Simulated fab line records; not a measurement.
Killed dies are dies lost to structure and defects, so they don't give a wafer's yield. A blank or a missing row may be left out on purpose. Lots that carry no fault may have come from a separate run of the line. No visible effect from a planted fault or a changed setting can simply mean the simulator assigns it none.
Problem report, 8D (eight disciplines) form, completed by code	flow sky130	the parts of the form that need people (team, actions taken, sign-off) are left out

== 1. THE ISSUE ==
overpolish run s at SKY_VIA3_CMP_24 reads a mean of 0.039 s on 9 wafers of 3 lots; wafers without a fault read 20.000 s with a standard deviation of 0.0084. That is -99 or more standard deviations from the usual mean.
The step: polishes, stops on SiO2, t overpolish 20 s, target thk 0 nm.
Earliest sighting: wafer L747.3 on cmp-02 at day 42 22:25. At this step, 45 wafers from 15 lots have a number in the record. Rule for "out" (also "out of limits"): further than 4 standard deviations from the usual mean. Any other wafer with a number is counted as sound.

== 2. WHAT THIS IS AND IS NOT ==
question	is	is not
which readings at this step	overpolish run s, time to endpoint s	motor current A, slurry filter dp kPa, slurry flow ml min
which lots	L747, L750, L751	L738, L739, L740, L743, L744, L745, L746, L748, L753, L755, L756, L757
which wafers of those lots	all that have a number	-
read on which tools	cmp-02	cmp-01
when	from day 42 22:25	up to then (21 sound wafers); but 15 sound wafers of L748, L753, L755, L756, L757 came after

== 3. THE SUSPECTS, EACH WITH WHAT RULES IT OUT ==
Counting: a tool at a process step up to the reading stays a suspect if it ran every lot that is out and no sound lot after the first of them.
- cmp-02 at SKY_VIA3_CMP_24 (polishes, stops on SiO2, t overpolish 20 s, target thk 0 nm): kept. All lots that are out passed through it, beginning with L747 at day 42 22:25, and no sound lot followed; its final sound lot before that point was L746 at day 42 15:30. On those wafers its own readings are out: overpolish run s, time to endpoint s.
Remaining after the count: cmp-02 at SKY_VIA3_CMP_24.

== 4. THE CAUSE (what the simulator had put in) ==
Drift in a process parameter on cmp-02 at SKY_VIA3_CMP_24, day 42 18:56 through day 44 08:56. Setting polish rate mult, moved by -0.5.
The count eliminated every tool but this one.

== 5. THE EFFECT CHAIN, in route order ==
Rows list readings where the struck wafers' mean (over those with a number) sits beyond 3 standard deviations from the usual. Scope: only readings with a usual standard deviation given in the record; hours: median across lots of the time from each lot's start at the first step in this table that gives one to its start at this step; sigmas: change in usual standard deviations.
hours	step	reading	usual	on struck wafers	change	sigmas
0	SKY_VIA3_CMP_24	overpolish run s	20.000 s	0.039	-19.961	-99 or more
0	SKY_VIA3_CMP_24	time to endpoint s	95 s	150	+55	+14
Its process steps:
- SKY_VIA3_CMP_24: polishes, stops on SiO2, t overpolish 20 s, target thk 0 nm.

== 6. HOW IT WOULD HAVE BEEN CAUGHT EARLIER ==
The fault began at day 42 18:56; the first out-of-limits reading in this record came at day 42 22:25, 3 hours later.
